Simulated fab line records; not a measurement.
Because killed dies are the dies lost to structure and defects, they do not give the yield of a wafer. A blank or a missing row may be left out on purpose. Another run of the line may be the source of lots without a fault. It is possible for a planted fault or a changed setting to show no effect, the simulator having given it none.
Comparing a struck lot with a sound one | flow sky130 | 14 steps out of a route of 708
Sound: the wafers L374.2, L374.3, L374.6. Wafers struck: L368.1, L368.2, L368.5. The cause is given at the end.
Order at every step that has rows: each side's tool, ch and its chambers, its first start. Under that, the readings that differ: sound wafers | struck wafers | difference of the means | sigmas: that difference in standard deviations of wafers without a fault.
alike: same words and numbers on both sides, and readings whose means sit less than 2 such deviations apart. not compared: any withheld reading, any reading some wafer has no value for, any bound like >300 that may hide the same value, and any number with overlapping values for which the record gives no deviation.
Wherever a step has rows on one side only, a row that says differs or no value, or a row with sigmas, the two part there. When numbers do not overlap yet have no deviation, they are printed without sigmas and do not part them. A reading missing from all wafers of one side parts the sides only when that side holds two or more wafers.

SKY_SD_N_RS_MEAS_18: measurement is done with a four-point probe.
  sound on film-metro-02 at day 33 21:14; struck on film-metro-03 at day 32 07:49
  alike: RES_XHIGH_RS
then, 2 steps without rows for these wafers: SKY_SALICIDE_CLEAN_00 (cleans in HF-last, time 30 s); SKY_LI_CONTACT_HDPCVD_00 (deposits PSG, target thk 930 nm, time 155 s).
SKY_LI_CONTACT_THK_MEAS_01:
  sound on film-metro-04 at day 33 21:28; struck on film-metro-02 at day 32 08:04
  alike: LI_CONTACT_HDPCVD_THK
SKY_LI_CONTACT_CMP_02: polishes PSG.
  sound on cmp-02 ch 0,1,3, day 33 21:31; struck on cmp-02 ch 2,3, day 32 08:07
  alike: motor-current-A, time-to-endpoint-s
SKY_LI_CONTACT_BOW_MEAS_03:
  sound on film-metro-03 at day 33 21:50; struck on film-metro-02 at day 32 08:25
  alike: LI_CONTACT_BOW
then, 6 steps without rows for these wafers: SKY_LI_CONTACT_DEHYDRATE_04 (time 60 s); SKY_LI_CONTACT_HMDS_05 (prime time 60 s); SKY_LI_CONTACT_COAT_06 (resist thk 60 nm); SKY_LI_CONTACT_COAT_07 (resist thk 450 nm); SKY_LI_CONTACT_SOFTBAKE_08 (time 90 s); SKY_LI_CONTACT_EXPOSE_09 (exposes mask LICM1, target cd 170 nm).
SKY_LI_CONTACT_PEB_10:
  sound on litho-track-02 ch 0, day 35 01:00; struck on litho-track-01, day 33 11:00
  reading         | sound          | struck | difference                    | sigmas
  exhaust-pa (Pa) | 45.7 46.6 45.7 | - - -  | no value on the struck wafers |
  not compared: chill-plate-temp-C
then, 1 step without rows for these wafers: SKY_LI_CONTACT_DEVELOP_11 (develop time 60 s).

== WHERE THEY PART ==
At SKY_LI_CONTACT_PEB_10 and nowhere else, as far as this record goes.

WHY: the cause the simulator had injected
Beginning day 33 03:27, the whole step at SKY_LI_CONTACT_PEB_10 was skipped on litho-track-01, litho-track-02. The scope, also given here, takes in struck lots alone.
